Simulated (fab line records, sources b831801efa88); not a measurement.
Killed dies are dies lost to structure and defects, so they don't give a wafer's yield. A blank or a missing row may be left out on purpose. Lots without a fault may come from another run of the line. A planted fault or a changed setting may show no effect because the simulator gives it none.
Which tool did it? | flow sky130 | 15 lots, 45 wafers sampled, at 2 steps of a route of 708

WHAT THE GAUGES READ, wafer by wafer
The record holds no reading of a measuring or inspecting step that can be judged against a usual standard deviation.

WHICH TOOL RAN EACH LOT (tool, then ch and the chambers of the sampled wafers, then the start)
lot  | SKY_PASSIVATION_ETCH_11            | SKY_PASSIVATION_STRIP_12
L742 | rie_diel-04 ch 1,2, day 44 10:30   | plasma_asher-01 ch 1, day 44 10:36
L744 | rie_diel-02 ch 0,1, day 45 10:18   | plasma_asher-02 ch 0,1, day 45 10:24
L746 | rie_diel-03 ch 0,1, day 45 21:10   | plasma_asher-02 ch 0,1, day 45 21:17
L747 | rie_diel-03 ch 0,1,3, day 45 23:24 | plasma_asher-02 ch 0,1, day 45 23:30
L748 | rie_diel-02 ch 1,2,3, day 46 12:00 | plasma_asher-01 ch 0,1, day 46 12:06
L749 | rie_diel-03 ch 1,2, day 46 14:45   | plasma_asher-04 ch 0,1, day 46 14:51
L750 | rie_diel-04 ch 0,2,3, day 46 20:33 | plasma_asher-04 ch 0,1, day 46 20:39
L751 | rie_diel-04 ch 2,3, day 47 02:48   | plasma_asher-02 ch 0,1, day 47 02:56
L756 | rie_diel-02 ch 0,1,2, day 48 07:17 | plasma_asher-04 ch 0,1, day 48 07:24
L758 | rie_diel-02 ch 0,2, day 48 15:43   | plasma_asher-02 ch 1, day 48 15:53
L759 | rie_diel-02 ch 0,2,3, day 48 21:30 | plasma_asher-02 ch 0,1, day 48 21:36
L762 | rie_diel-03 ch 0,1,2, day 49 15:16 | plasma_asher-01 ch 0,1, day 49 15:25
L763 | rie_diel-02 ch 0,1,2, day 50 00:13 | plasma_asher-01 ch 0,1, day 50 00:20
L764 | rie_diel-04 ch 1,2,3, day 50 05:40 | plasma_asher-01 ch 0,1, day 50 05:47
L765 | rie_diel-04 ch 1,2,3, day 50 12:13 | plasma_asher-01 ch 0,1, day 50 12:20
- SKY_PASSIVATION_ETCH_11: etches the open film in CF4/O2, stops on AlCu, target depth 725 nm, time 161.1 s.
- SKY_PASSIVATION_STRIP_12: strips in O2/N2.

WHAT THE TOOLS THEMSELVES READ (means of the sampled wafers that have a number; where no wafer has one, the mark that the record gives instead)
SKY_PASSIVATION_ETCH_11. Usual: O2_flow_sccm 9.998 sccm, standard deviation 0.029; bias_w 150.0 W, standard deviation 0.45; drypump_motor_current_A 5.9 A, standard deviation 0.68; oes_product_au 0.978 a.u., standard deviation 0.0071; throttle_valve_pct 5.964 %, standard deviation 0.009.
lot  | tool        | O2_flow_sccm (sccm) | bias_w (W) | drypump_motor_current_A (A) | oes_product_au (a.u.) | throttle_valve_pct (%) | flag
L742 | rie_diel-04 | 10.022              | 150.2      | 6.8                         | 0.979                 | 5.974                  |
L744 | rie_diel-02 | 9.978               | 150.2      | 5.7                         | 0.983                 | 5.966                  |
L746 | rie_diel-03 | 9.988               | 150.4      | 5.4                         | 0.977                 | 5.953                  |
L747 | rie_diel-03 | 9.990               | 149.5      | 5.9                         | 0.969                 | 5.963                  |
L748 | rie_diel-02 | 10.019              | 150.0      | 6.0                         | 0.978                 | 5.965                  |
L749 | rie_diel-03 | 10.014              | 150.1      | 5.2                         | 0.986                 | 5.964                  |
L750 | rie_diel-04 | 9.957               | 150.2      | 5.9                         | 0.988                 | 5.964                  |
L751 | rie_diel-04 | 10.013              | 149.7      | 6.2                         | 0.987                 | 5.961                  |
L756 | rie_diel-02 | -                   | -          | -                           | -                     | -                      | OFF
L758 | rie_diel-02 | -                   | -          | -                           | -                     | -                      | OFF
L759 | rie_diel-02 | -                   | -          | -                           | -                     | -                      | OFF
L762 | rie_diel-03 | 10.012              | 150.3      | 5.4                         | 0.977                 | 5.958                  |
L763 | rie_diel-02 | 9.952               | 149.9      | 5.8                         | 0.971                 | 5.966                  |
L764 | rie_diel-04 | 10.011              | 149.9      | 6.2                         | 0.975                 | 5.967                  |
L765 | rie_diel-04 | 9.990               | 150.0      | 6.2                         | 0.974                 | 5.969                  |

SKY_PASSIVATION_STRIP_12. Usual: drypump_motor_current_A 5.8 A, standard deviation 0.52; oes_product_au 0.661 a.u., standard deviation 0.0044; strip_time_to_endpoint_s 31.53 s, standard deviation 0.13.
lot  | tool            | drypump_motor_current_A (A) | oes_product_au (a.u.) | strip_time_to_endpoint_s (s) | flag
L742 | plasma_asher-01 | 6.3                         | 0.659                 | 31.55                        |
L744 | plasma_asher-02 | 5.8                         | 0.655                 | 31.52                        |
L746 | plasma_asher-02 | 5.6                         | 0.662                 | 31.36                        |
L747 | plasma_asher-02 | 5.8                         | 0.662                 | 31.59                        |
L748 | plasma_asher-01 | 5.4                         | 0.661                 | 31.40                        |
L749 | plasma_asher-04 | 6.0                         | 0.662                 | 31.58                        |
L750 | plasma_asher-04 | 6.3                         | 0.662                 | 31.57                        |
L751 | plasma_asher-02 | 5.8                         | 0.661                 | 31.56                        |
L756 | plasma_asher-04 | 6.1                         | 0.665                 | 36.83                        | OFF
L758 | plasma_asher-02 | 5.5                         | 0.666                 | 37.05                        | OFF
L759 | plasma_asher-02 | 5.6                         | 0.669                 | 36.90                        | OFF
L762 | plasma_asher-01 | 5.8                         | 0.661                 | 31.51                        |
L763 | plasma_asher-01 | 5.4                         | 0.664                 | 31.42                        |
L764 | plasma_asher-01 | 5.4                         | 0.661                 | 31.55                        |
L765 | plasma_asher-01 | 5.3                         | 0.656                 | 31.51                        |

THE ANSWER, worked out from the rows above alone
Rule: a lot is off if the mean of its wafers that have a number lies more than 3 standard deviations from the usual mean. A lot without any number at a reading at which 4 lots or more have one is off too. The other lots that the step has rows for count as sound. The gauges are gone through in route order, then the tools' own readings, and for those a lot's mean is taken as printed above. The first step at which some lot is off is used, and at that step the reading that is off furthest; a lot without a number counts as furthest.
Off: L756, L758, L759, at SKY_PASSIVATION_ETCH_11 (O2_flow_sccm). Without a number there: L756, L758, L759.
A tool fits if, at that step or a process step before it, it ran every lot that is off, and no sound lot after the first of them. None of those tried fits.

WHAT THE SIMULATOR HAD PUT IN
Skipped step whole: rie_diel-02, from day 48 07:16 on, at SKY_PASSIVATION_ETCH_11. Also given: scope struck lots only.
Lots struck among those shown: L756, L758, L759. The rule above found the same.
